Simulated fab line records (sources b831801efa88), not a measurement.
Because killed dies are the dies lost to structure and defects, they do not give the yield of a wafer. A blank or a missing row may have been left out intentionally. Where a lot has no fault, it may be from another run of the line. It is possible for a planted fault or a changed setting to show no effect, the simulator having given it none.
Chamber matching    flow sky130    4 sister chambers for SKY_VIA4_CMP_21 on cmp-01
The step polishes, stops on SiO2, t overpolish 25 s, target thk 0 nm. 18 wafers are shown with their chamber, then 9 later ones without.

== WAFERS PAIRED WITH THEIR CHAMBERS ==
wafer   chamber  motorCurrentA (A)  timeToEndpointS (s)  overpolishRunS (s)
L074.1  0        11.3               125                  24.991
L074.2  3        8.9                124                  24.991
L074.3  2        9.8                125                  25.002
L075.3  0        11.1               121                  24.991
L075.5  2        9.4                116                  24.996
L075.6  3        8.8                121                  25.014
L083.1  1        9.6                119                  25.006
L083.4  3        9.1                117                  24.999
L083.6  0        11.1               123                  24.997
L085.2  2        9.5                122                  24.995
L085.4  0        11.4               121                  25.003
L085.5  2        9.7                116                  25.010
L089.1  2        9.3                127                  25.014
L089.5  0        11.5               125                  25.010
L089.6  1        9.9                124                  24.998
L090.2  0        11.4               125                  25.011
L090.3  3        9.2                122                  24.995
L090.4  1        9.7                121                  25.008

SIGNATURES, as means of the wafers listed above
reading          chamber 0  chamber 1  chamber 2  chamber 3  scatter within a chamber
motorCurrentA    11.300     9.733      9.540      9.000      0.181
timeToEndpointS  123.33     121.33     121.20     121.00     3.39
overpolishRunS   25.00050   25.00400   25.00340   24.99975   0.00862
Rule: a wafer lies at a distance from a chamber equal to the root of the sum of squares, over the readings, of (its reading less the chamber's mean, divided by the reading's scatter). If the next closest chamber is less than 2 further off than the closest, the wafer can't be placed; otherwise it belongs to the closest. The scatter: the root of (the sum of the squares of (reading less its chamber's mean) over the shown wafers, divided by (wafers less chambers)).

== WAFERS WHOSE CHAMBER IS MISSING ==
wafer   motorCurrentA (A)  timeToEndpointS (s)  overpolishRunS (s)
L092.3  11.1               122                  25.010
L092.5  9.6                118                  24.997
L092.6  9.4                118                  25.003
L091.1  8.9                124                  25.012
L091.2  9.2                120                  24.993
L091.4  10.9               127                  25.001
L096.1  9.3                124                  25.002
L096.3  9.5                128                  25.020
L096.4  8.5                128                  25.018

== CHAMBER TAKEN BY EACH ==
wafer   from the rows above           in truth
L092.3  0                             0
L092.5  can't be placed: 2 or 1       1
L092.6  can't be placed: 2 or 1 or 3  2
L091.1  3                             3
L091.2  can't be placed: 3 or 2 or 1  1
L091.4  0                             0
L096.1  can't be placed: 2 or 3 or 1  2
L096.3  can't be placed: 2 or 1 or 3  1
L096.4  3                             3
Correctly placed: 4 of 9. Cannot be placed on the basis of these rows: 5; the candidates contain the true chamber in 5. Wrongly placed: 0.
